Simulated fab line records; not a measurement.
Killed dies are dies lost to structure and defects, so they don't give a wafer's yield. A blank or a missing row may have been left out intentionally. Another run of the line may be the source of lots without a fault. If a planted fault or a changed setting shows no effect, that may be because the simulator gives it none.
fab line records	flow sky130
record: lots: 11	wafers: 33	lastDay: 50
route steps=708 shown FIELD_ISO@15 DNWELL@43 PWDE@47 PAD_OPEN@708
lots untouched by any fault: they come from a run of this same line in which no faults occurred
startH: hours from the record's first day to the start of the lot's first wafer shown	waitH: hours elapsed since this lot's preceding step	" repeats the value in the row above	L1.1+2: several wafers, shown together as one row	- no value present, or no start provided	* or withheld: withheld	< > ~ a bound
route shown NAME@n: NAME is a module with steps in the file, n the number in the route of the first one	usual: mean/standard deviation of fault-free wafers	same: alike in all rows	chamber/n: place in a boat	sites: per-site readings	_std_site: the values' standard deviation	_edge_site: the outer-site mean with the inner-site mean subtracted	radiusMm: how far each site lies from the wafer's centre	mask NAME#n: copy n	behind: the tool/chamber that last shaped the wafer	hold: the reason the lot was held/the length of the hold in hours/how it ended	device: the transistor (n, p or np) that didn't switch	end of line: tests run on the same wafers once the route is complete	for a step that has no rows: nothing shown but its recipe	killed: the dies lost at the first sort to structure and to defects; this is not the yield of the wafer	map: a wafer's dies, x killed, . not, _ none there
set.NAME: setting as actually run; set.NAME@STEP: the setting as run at that earlier step	model.NAME: the simulator's own value behind a step, which no gauge read
one table for each step of the route and one row for each wafer, over a sample of lots
services: the hour from which a tool's chamber was out of use, counted from the record's first day as startH (under 0 if before that day), plus the number of hours and why
== steps ==
step: SKY_FIELD_ISO_ETCH_14
recipe: chemistry: N2/H2	target: BARC	ionEnergyEv: 200	sourceW: 500	biasW: 100	pressureMtorr: 30	n2FlowSccm: 100	h2FlowSccm: 200	stopOn: SiO2	timeS: 45.9	targetDepthA: 600
usual: chamberPressureMTorr: 30.00/0.038	drypumpMotorCurrentA: 5.6/0.41	h2FlowSccm: 200.1/0.64	oesProductAu: 0.856/0.005	rfFwdPowerW: 495.1/1.7	throttleValvePct: 13.225/0.0092
lot.wafer	tool	chamber	startH	waitH	chamberPressureMTorr	drypumpMotorCurrentA	h2FlowSccm	oesProductAu	rfFwdPowerW	rfHoursCounterH	throttleValvePct
L729.1	rieDiel-02	1	28.78	0.1	29.96	6.5	200.4	0.853	497.4	143	13.216
L729.4	"	2	"	"	29.96	6.0	199.9	0.852	490.6	3	13.232
L729.6	"	0	"	"	30.05	5.6	201.1	0.852	494.0	-	13.214
L730.2	rieDiel-01	3	33.73	0.1	29.97	5.5	200.2	0.854	493.3	106	13.224
L730.5	"	0	"	"	30.02	5.6	199.0	0.854	493.8	-	13.230
L730.6	"	1	"	"	29.99	4.9	198.8	0.855	494.9	-	13.242
L732.2	rieDiel-04	3	42.76	0.1	29.99	5.2	199.5	0.849	496.4	75	13.213
L732.4	"	1	"	"	30.02	5.2	199.5	0.850	496.3	152	13.221
L732.6	"	2	"	"	29.92	6.1	201.1	0.848	497.1	-	13.228
L735.1	rieDiel-01	3	64.26	0.1	30.03	5.5	200.0	0.857	493.7	106	13.226
L735.5	"	0	"	"	29.98	5.6	199.7	0.856	495.1	-	13.235
L735.6	"	3	"	"	30.02	5.5	199.5	0.846	494.9	-	13.225
L733.1	rieDiel-02	3	64.53	0.1	30.04	6.1	200.6	0.861	498.2	3	13.226
L733.5	"	3	"	"	29.95	6.2	199.8	0.862	494.4	-	13.231
L733.6	"	0	"	"	30.02	5.6	200.6	0.866	493.7	-	13.225
L736.2	rieDiel-01	2	70.17	0.1	30.01	5.6	199.6	0.856	494.8	154	13.201
L736.3	"	1	"	"	29.97	4.9	201.6	0.848	497.3	166	13.242
L736.5	"	1	"	"	30.27	4.9	201.6	0.858	496.2	-	13.239
L739.1	rieDiel-04	3	79.76	0.1	30.01	5.2	199.6	0.851	496.0	76	13.221
L739.2	"	0	"	"	30.05	5.6	199.4	0.855	493.5	79	13.220
L739.5	"	1	"	"	29.97	5.2	200.4	0.853	494.4	-	13.239
L744.2	rieDiel-02	1	107.21	0.1	30.01	6.5	199.7	0.848	497.3	145	13.225
L744.5	"	1	"	"	29.95	6.5	198.9	0.849	497.5	-	13.221
L744.6	"	0	"	"	29.99	5.7	199.0	0.845	492.1	-	13.215
L746.1	rieDiel-04	2	116.97	0.1	29.98	6.1	199.7	0.855	495.2	33	13.211
L746.3	"	3	"	"	29.99	5.2	199.6	0.859	497.2	76	13.227
L746.5	"	3	"	"	30.06	5.2	199.5	0.859	494.6	-	13.236
L750.2	rieDiel-02	0	138.58	0.1	30.01	5.6	199.8	0.853	493.7	60	13.216
L750.4	"	1	"	"	29.98	6.5	199.9	0.864	499.3	145	13.235
L750.5	"	2	"	"	29.94	6.0	200.1	0.856	492.8	-	13.235
L751.1	rieDiel-01	3	143.93	0.1	29.99	5.6	200.5	0.858	494.5	109	13.222
L751.2	"	1	"	"	30.02	4.9	199.8	0.858	495.4	0	13.225
L751.5	"	1	"	"	30.02	4.9	200.2	0.860	496.0	-	13.215
step: SKY_FIELD_ISO_CMP_27
recipe: stopOn: Si3N4	tOverpolishS: 16	downForcePsi: 4	platenRpm: 60	targetThkNm: 457.8	padVelocityMS: 0.94248
usual: motorCurrentA: 12.6/1.3	overpolishRunS: 16.000/0.0092	platenRpm: 59.99/0.041	timeToEndpointS: 114/4.7
lot.wafer	tool	chamber	startH	waitH	motorCurrentA	overpolishRunS	platenRpm	timeToEndpointS
L729.4	cmp-01	1	34.83	0.1	13.8	15.994	59.94	114
L729.1	"	2	"	"	13.0	15.985	59.95	110
L729.6	"	3	"	"	11.5	16.002	59.94	103
L730.2	cmp-01	3	41.54	0.0	11.2	16.005	60.00	113
L730.5	"	3	"	"	11.2	16.011	60.08	107
L730.6	"	0	"	"	14.1	16.014	60.05	113
L732.4	cmp-01	1	47.85	0.0	13.9	15.998	60.05	115
L732.2	"	2	"	"	12.5	16.003	60.08	114
L732.6	"	1	"	"	13.5	15.978	59.98	114
L735.1	cmp-01	3	69.33	0.3	11.4	16.000	59.99	109
L735.6	"	2	"	"	12.8	16.019	59.98	111
L735.5	"	3	"	"	11.6	16.009	60.00	114
L733.1	cmp-01	0	69.63	0.7	14.7	15.994	60.01	110
L733.6	"	3	"	"	11.3	15.999	60.08	109
L733.5	"	0	"	"	14.9	15.990	59.97	117
L736.2	cmp-01	2	76.32	0.3	12.7	16.002	59.97	118
L736.3	"	3	"	"	10.7	15.990	59.96	114
L736.5	"	0	"	"	14.4	16.005	59.94	111
L739.1	cmp-02	0	83.35	0.1	12.4	15.993	60.00	117
L739.2	"	1	"	"	11.9	16.001	59.97	116
L739.5	"	3	"	"	9.3	16.011	59.90	112
L744.2	cmp-01	1	110.76	0.1	14.0	15.992	60.01	111
L744.6	"	2	"	"	13.2	16.000	59.99	111
L744.5	"	3	"	"	11.3	15.995	59.93	106
L746.1	cmp-02	0	121.87	0.1	12.0	16.004	59.97	119
L746.3	"	1	"	"	11.8	15.983	60.01	116
L746.5	"	1	"	"	11.3	15.996	59.96	116
L750.2	cmp-01	1	145.30	0.0	13.9	16.000	59.95	110
L750.4	"	0	"	"	13.5	15.981	60.07	108
L750.5	"	1	"	"	14.4	15.993	59.99	113
L751.2	cmp-01	2	149.48	0.0	12.3	15.989	59.99	115
L751.1	"	1	"	"	13.7	16.002	60.04	117
L751.5	"	2	"	"	12.0	16.001	59.96	118
step: SKY_DNWELL_STRIP_08
recipe: chemistry: O2/N2	powerW: 1400	pressureMtorr: 1500	platenTempC: withheld	o2FlowSccm: 3000	n2FlowSccm: 300	overashFraction: 0.5
usual: chamberPressureMTorr: 1500.0/1.4	drypumpMotorCurrentA: 5.8/0.49	oesProductAu: 0.722/0.0046	stripTimeToEndpointS: 36.95/0.1
same: overashFraction: 0.5
lot.wafer	tool	chamber	startH	waitH	chamberPressureMTorr	drypumpMotorCurrentA	oesProductAu	rfHoursCounterH	stripTimeToEndpointS
L729.1	plasmaAsher-02	1	53.53	0.1	1499.2	5.7	0.722	36	37.02
L729.4	"	1	"	"	1502.0	5.7	0.722	-	36.99
L729.6	"	1	"	"	1501.1	5.7	0.721	-	36.92
L730.2	plasmaAsher-03	0	59.08	0.1	1498.1	6.0	0.727	36	36.93
L730.5	"	0	"	"	1501.1	6.0	0.720	-	37.03
L730.6	"	1	"	"	1499.0	5.7	0.725	-	37.08
L732.2	plasmaAsher-03	1	66.83	0.1	1499.1	5.7	0.718	37	37.12
L732.4	"	1	"	"	1501.0	5.7	0.721	-	37.06
L732.6	"	0	"	"	1499.5	6.0	0.721	-	37.01
L735.1	plasmaAsher-02	1	88.83	0.1	1502.5	5.7	0.715	38	36.89
L735.5	"	1	"	"	1498.6	5.7	0.721	-	36.98
L735.6	"	0	"	"	1499.7	4.9	0.727	-	36.81
L733.1	plasmaAsher-01	0	89.10	0.1	1497.8	6.2	0.729	29	36.88
L733.5	"	0	"	"	1499.7	6.2	0.721	-	36.95
L733.6	"	1	"	"	1501.8	6.3	0.723	-	36.89
L736.2	plasmaAsher-02	0	95.01	0.1	1499.5	4.9	0.723	39	36.86
L736.3	"	0	"	"	1501.3	4.9	0.726	-	36.88
L736.5	"	1	"	"	1499.7	5.7	0.721	-	36.85
L739.1	plasmaAsher-02	1	102.65	0.1	1499.9	5.7	0.724	40	37.04
L739.2	"	0	"	"	1500.1	4.8	0.723	40	36.96
L739.5	"	1	"	"	1501.8	5.7	0.724	-	37.02
L744.2	plasmaAsher-01	0	132.16	0.1	1498.2	6.2	0.726	33	36.85
L744.5	"	0	"	"	1499.7	6.2	0.727	-	36.79
L744.6	"	1	"	"	1499.3	6.3	0.721	-	36.87
L746.1	plasmaAsher-02	0	143.31	0.1	1499.8	4.9	0.730	44	37.08
L746.3	"	1	"	"	1499.5	5.7	0.734	-	36.92
L746.5	"	1	"	"	1503.0	5.7	0.727	-	36.95
L750.2	plasmaAsher-02	0	168.73	0.1	1501.4	4.9	0.721	47	37.09
L750.4	"	0	"	"	1496.6	4.9	0.725	-	36.95
L750.5	"	0	"	"	1500.2	4.9	0.728	-	37.04
L751.1	plasmaAsher-02	1	171.88	0.1	1499.7	5.7	0.715	47	36.98
L751.2	"	0	"	"	1499.2	4.9	0.720	47	36.93
L751.5	"	0	"	"	1497.6	4.9	0.710	-	37.01
step: SKY_PWDE_COAT_02
recipe: spinRpm: 2000	resistThkNm: 3000
lot.wafer	tool	chamber	startH	waitH
L729.1+4+6	lithoTrack-02	0	61.36	0.1
L730.2+5+6	lithoTrack-01	0	67.71	0.1
L732.2+4+6	lithoTrack-01	0	74.11	0.1
L735.1+5+6	lithoTrack-01	0	96.89	0.1
L733.1+5+6	lithoTrack-03	0	97.68	0.1
L736.2+3+5	lithoTrack-01	0	103.81	0.1
L739.1+2+5	lithoTrack-01	0	111.09	0.1
L744.2+5+6	lithoTrack-03	0	141.50	0.1
L746.1+3+5	lithoTrack-03	0	152.63	0.1
L750.2+4+5	lithoTrack-03	0	178.70	0.1
L751.1+2+5	lithoTrack-02	0	182.51	0.1
step: SKY_PWDE_STRIP_09
recipe: chemistry: O2/N2	powerW: 1400	pressureMtorr: 1500	platenTempC: withheld	o2FlowSccm: 3000	n2FlowSccm: 300	overashFraction: 0.5
usual: chamberPressureMTorr: 1500/3.2	drypumpMotorCurrentA: 5.5/0.37	oesProductAu: 0.723/0.0043	stripTimeToEndpointS: 36.95/0.1
same: overashFraction: 0.5
lot.wafer	tool	chamber	startH	waitH	chamberPressureMTorr	drypumpMotorCurrentA	oesProductAu	rfHoursCounterH	stripTimeToEndpointS
L729.1	plasmaAsher-04	0	70.14	0.1	1502	5.4	0.727	40	37.00
L729.4	"	1	"	"	1499	5.6	0.726	-	36.88
L729.6	"	1	"	"	1500	5.6	0.725	-	36.86
L730.2	plasmaAsher-03	0	75.04	0.1	1501	6.0	0.720	38	36.85
L730.5	"	1	"	"	1499	5.7	0.723	-	36.88
L730.6	"	0	"	"	1500	6.0	0.724	-	36.95
L732.2	plasmaAsher-04	1	82.67	0.1	1502	5.6	0.728	41	36.88
L732.4	"	1	"	"	1501	5.6	0.724	-	36.86
L732.6	"	0	"	"	1499	5.4	0.720	-	36.89
L735.1	plasmaAsher-03	1	106.66	0.1	1499	5.8	0.723	41	37.01
L735.5	"	0	"	"	1500	6.0	0.725	-	36.99
L735.6	"	1	"	"	1501	5.8	0.718	-	37.05
L733.1	plasmaAsher-02	0	106.92	0.1	1500	4.9	0.728	40	37.09
L733.5	"	1	"	"	1501	5.7	0.731	-	36.99
L733.6	"	0	"	"	1499	4.9	0.721	-	37.01
L736.2	plasmaAsher-02	0	112.57	0.1	1500	4.9	0.667	41	10.39
L736.3	"	1	"	"	1499	5.7	0.671	-	10.42
L736.5	"	0	"	"	1498	4.9	0.665	-	10.39
L739.1	plasmaAsher-03	0	121.19	0.1	1497	6.0	0.663	0	10.40
L739.2	"	1	"	"	1501	5.7	0.661	0	10.40
L739.5	"	0	"	"	1500	6.0	0.670	-	10.40
L744.2	plasmaAsher-02	0	151.27	0.1	1502	4.9	0.735	45	36.88
L744.5	"	0	"	"	1498	4.9	0.722	-	37.08
L744.6	"	1	"	"	1499	5.7	0.723	-	37.13
L746.1	plasmaAsher-02	1	163.11	0.1	1501	5.7	0.727	46	37.15
L746.3	"	1	"	"	1500	5.7	0.728	-	37.14
L746.5	"	1	"	"	1499	5.7	0.716	-	37.16
L750.2	plasmaAsher-04	0	189.56	0.1	1500	5.4	0.724	52	36.97
L750.4	"	0	"	"	1498	5.4	0.720	-	36.94
L750.5	"	0	"	"	1500	5.4	0.722	-	36.84
L751.1	plasmaAsher-02	0	193.56	0.1	1501	4.9	0.723	49	36.99
L751.2	"	1	"	"	1500	5.8	0.719	49	36.92
L751.5	"	0	"	"	1498	4.9	0.724	-	36.85
step: SKY_PAD_OPEN_PROBE_99
usual: killed_at_M0_to_M3: 42/7.4	killed_at_M4_up: 3.3/2.1	killedAtContacts: 24/5.3	killedAtFrontEnd: 15/4.5	killedAtOther: 0.3/0.57	killedDies: 84/10	killedOnRim: 17/3.8	killedOpen: 46/7.5	killedShort: 38/6.4
same: grossDies: 492	killedAtBackSide: 0
lot.wafer	tool	chamber	startH	waitH	killed_at_M0_to_M3	killed_at_M4_up	killedAtContacts	killedAtFrontEnd	killedAtOther	killedDies	killedOnRim	killedOpen	killedShort
L735.1	prober-02	-	1115.03	0.1	27	1	22	14	0	64	13	43	21
L735.5	prober-02	-	1115.23	0.2	36	1	19	21	0	77	14	39	36
L735.6	prober-02	-	1115.28	0.2	46	2	21	19	0	88	17	58	30
L733.1	prober-02	-	1119.09	0.1	27	1	28	24	1	81	18	40	40
L733.5	prober-02	-	1119.29	0.2	34	5	14	15	2	70	14	37	31
L733.6	prober-02	-	1119.34	0.2	46	3	27	15	1	92	19	48	44
L736.2	prober-01	-	1123.70	0.1	50	5	28	408	0	491	96	55	45
L736.3	prober-01	-	1123.75	0.2	40	4	26	422	0	492	96	51	34
L736.5	prober-01	-	1123.85	0.2	57	3	19	413	0	492	96	51	44
L739.1	prober-02	-	1131.47	0.1	33	6	29	424	0	492	96	42	40
L739.2	prober-02	-	1131.52	0.1	39	3	32	417	1	492	96	43	39
L739.5	prober-02	-	1131.67	0.2	33	3	27	428	0	491	95	47	30
L750.2	prober-02	-	1195.27	0.1	41	2	26	18	0	87	16	51	36
L750.4	prober-02	-	1195.37	0.2	32	3	35	14	0	84	18	51	33
L750.5	prober-02	-	1195.42	0.2	30	4	23	26	0	83	9	47	36
killed by level:class
L735.1 VIA1:geometricParticle:open=8 CONTACT:geometricParticle:open=7 LI_CONTACT:geometricParticle:open=6 VIA2:geometricParticle:open=6 VIA3:geometricParticle:open=6 POLY_GATE:geometricParticle:short=5 POLY_GATE:geometricParticle:open=4 FIELD_ISO:geometricParticle:short=3
L735.5 VIA2:geometricParticle:open=9 CONTACT:geometricParticle:open=9 VIA1:geometricParticle:open=8 FIELD_ISO:geometricParticle:short=5 POLY_GATE:geometricParticle:short=5 METAL3:geometricParticle:short=5 FIELD_ISO:geometricParticle:open=4 METAL2:geometricParticle:short=4
L735.6 VIA1:geometricParticle:open=14 VIA3:geometricParticle:open=9 FIELD_ISO:geometricParticle:open=8 LI_CONTACT:geometricParticle:open=7 CONTACT:geometricParticle:open=7 VIA3:geometricParticle:short=6 CONTACT:geometricParticle:short=5 METAL1:geometricParticle:short=4
L733.1 FIELD_ISO:geometricParticle:open=9 LI_CONTACT:geometricParticle:open=8 FIELD_ISO:geometricParticle:short=7 CONTACT:geometricParticle:open=7 VIA2:geometricParticle:open=7 CONTACT:geometricParticle:short=6 POLY_GATE:geometricParticle:short=5 LI_CONTACT:geometricParticle:short=4
L733.5 LI_CONTACT:geometricParticle:open=9 METAL1:geometricParticle:short=8 VIA1:geometricParticle:open=8 METAL4:geometricParticle:short=4 VIA3:geometricParticle:short=4 VIA2:geometricParticle:open=4 FIELD_ISO:geometricParticle:open=3 POLY_GATE:geometricParticle:short=3
L733.6 CONTACT:geometricParticle:open=13 VIA1:geometricParticle:open=8 METAL1:geometricParticle:short=7 METAL2:geometricParticle:short=6 LI_CONTACT:geometricParticle:open=5 VIA3:geometricParticle:short=5 LOCAL_INTERCONNECT:geometricParticle:short=4 VIA1:geometricParticle:short=4
L736.2 PWDE:areaExpose=391 VIA1:geometricParticle:open=16 METAL2:geometricParticle:short=10 CONTACT:geometricParticle:open=10 LI_CONTACT:geometricParticle:open=9 METAL1:geometricParticle:short=5 METAL4:geometricParticle:short=5 POLY_GATE:geometricParticle:open=4
L736.3 PWDE:areaExpose=407 VIA2:geometricParticle:open=9 CONTACT:geometricParticle:open=8 LI_CONTACT:geometricParticle:open=6 VIA3:geometricParticle:open=6 METAL1:geometricParticle:short=6 FIELD_ISO:geometricParticle:open=5 CONTACT:geometricParticle:short=4
L736.5 PWDE:areaExpose=397 VIA1:geometricParticle:open=14 VIA2:geometricParticle:open=12 CONTACT:geometricParticle:open=7 VIA3:geometricParticle:open=6 FIELD_ISO:geometricParticle:open=5 LOCAL_INTERCONNECT:geometricParticle:short=5 METAL3:geometricParticle:short=5
L739.1 PWDE:areaExpose=410 VIA1:geometricParticle:open=11 LI_CONTACT:geometricParticle:open=9 CONTACT:geometricParticle:open=9 FIELD_ISO:geometricParticle:short=6 VIA1:geometricParticle:short=6 METAL4:geometricParticle:short=5 CONTACT:geometricParticle:short=4
L739.2 PWDE:areaExpose=410 CONTACT:geometricParticle:open=14 VIA1:geometricParticle:open=10 VIA1:geometricParticle:short=7 CONTACT:geometricParticle:short=6 VIA3:geometricParticle:open=6 LOCAL_INTERCONNECT:geometricParticle:short=5 LI_CONTACT:geometricParticle:open=4
L739.5 PWDE:areaExpose=414 CONTACT:geometricParticle:open=13 LI_CONTACT:geometricParticle:open=6 VIA2:geometricParticle:open=5 VIA1:geometricParticle:open=5 FIELD_ISO:geometricParticle:open=4 METAL2:geometricParticle:open=4 METAL2:geometricParticle:short=4
L750.2 CONTACT:geometricParticle:open=12 VIA3:geometricParticle:open=8 VIA1:geometricParticle:open=8 VIA1:geometricParticle:short=7 FIELD_ISO:geometricParticle:short=5 LI_CONTACT:geometricParticle:open=5 VIA3:geometricParticle:short=5 FIELD_ISO:geometricParticle:open=4
L750.4 CONTACT:geometricParticle:open=16 VIA1:geometricParticle:open=7 LOCAL_INTERCONNECT:geometricParticle:short=6 CONTACT:geometricParticle:short=6 METAL2:geometricParticle:short=6 VIA2:geometricParticle:open=6 FIELD_ISO:geometricParticle:open=5 LI_CONTACT:geometricParticle:open=5
L750.5 FIELD_ISO:geometricParticle:open=10 CONTACT:geometricParticle:open=9 POLY_GATE:geometricParticle:short=7 CONTACT:geometricParticle:short=6 VIA2:geometricParticle:open=6 VIA3:geometricParticle:open=5 LI_CONTACT:geometricParticle:open=4 VIA1:geometricParticle:open=4
== services ==
tool	chamber	startH	hours	kind
rieDiel-04	0	10.86	1.3	repair
rieDiel-04	3	20.46	2.2	repair
cmp-02	-	20.64	54.6	repair
rieDiel-02	1	29.62	1.6	repair
rieDiel-04	-	33.41	0.8	repair
rieDiel-01	1	63.09	4.2	repair
plasmaAsher-02	-	68.15	7.5	repair
rieDiel-02	2	72.16	6.3	repair
cmp-02	-	75.28	4.0	pm
plasmaAsher-01	-	78.47	1.4	repair
cmp-01	-	79.36	5.9	pm
cmp-02	-	85.28	5.7	pm
plasmaAsher-04	-	91.42	2.5	repair
plasmaAsher-03	-	108.75	9.0	pm
plasmaAsher-03	0	108.75	9.0	ventCycle
plasmaAsher-03	1	108.75	9.0	ventCycle
plasmaAsher-03	0	117.75	-	clean
plasmaAsher-03	1	117.75	-	clean
cmp-01	-	118.71	3.3	repair
plasmaAsher-03	-	151.97	6.0	repair
rieDiel-02	0	154.97	3.5	repair
rieDiel-01	3	163.16	2.3	repair
rieDiel-02	1	172.13	9.6	repair
cmp-02	-	186.93	1.5	repair
== key ==
firstSign: step: SKY_PWDE_STRIP_09	reading: stripTimeToEndpointS	direction: down	sigmas: 99+	usual: *	struck: *
effect: step: SKY_PWDE_STRIP_09	reading: oesProductAu	direction: down	sigmas: 13	usual: 0.723	struck: 0.666
effect: step: SKY_PAD_OPEN_PROBE_99	reading: killedAtFrontEnd	direction: up	sigmas: 91	usual: 15	struck: 419
moreKillsBornAt: SKY_PWDE_EXPOSE_04@ilineStepper-02: 1234	SKY_PWDE_EXPOSE_04@ilineStepper-01: 1195
metAt SKY_PWDE_COAT_02
struckLots L736,L739
testerLeftOut L736,L739
notActingAt SKY_FIELD_ISO_ETCH_14,SKY_FIELD_ISO_CMP_27,SKY_DNWELL_STRIP_08
onsetBetween 96.89 103.81
fault: kind: processParameterDrift	tool: lithoTrack-01	chamber: -	onsetH: 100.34	steps: SKY_PWDE_COAT_02	channel: resistThkNm	offset: -2241.4	shape: step	endH: 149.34	actsIn: theseRecipesOnly	stated: 3000
testerLeftOut: of these lots the tester's yield and bins aren't shown, on N5 and GAA mostly nor the transistor test; their killed dies are dies lost to structure and defects alone, not to doping, threshold or leakage, so they don't give the yield
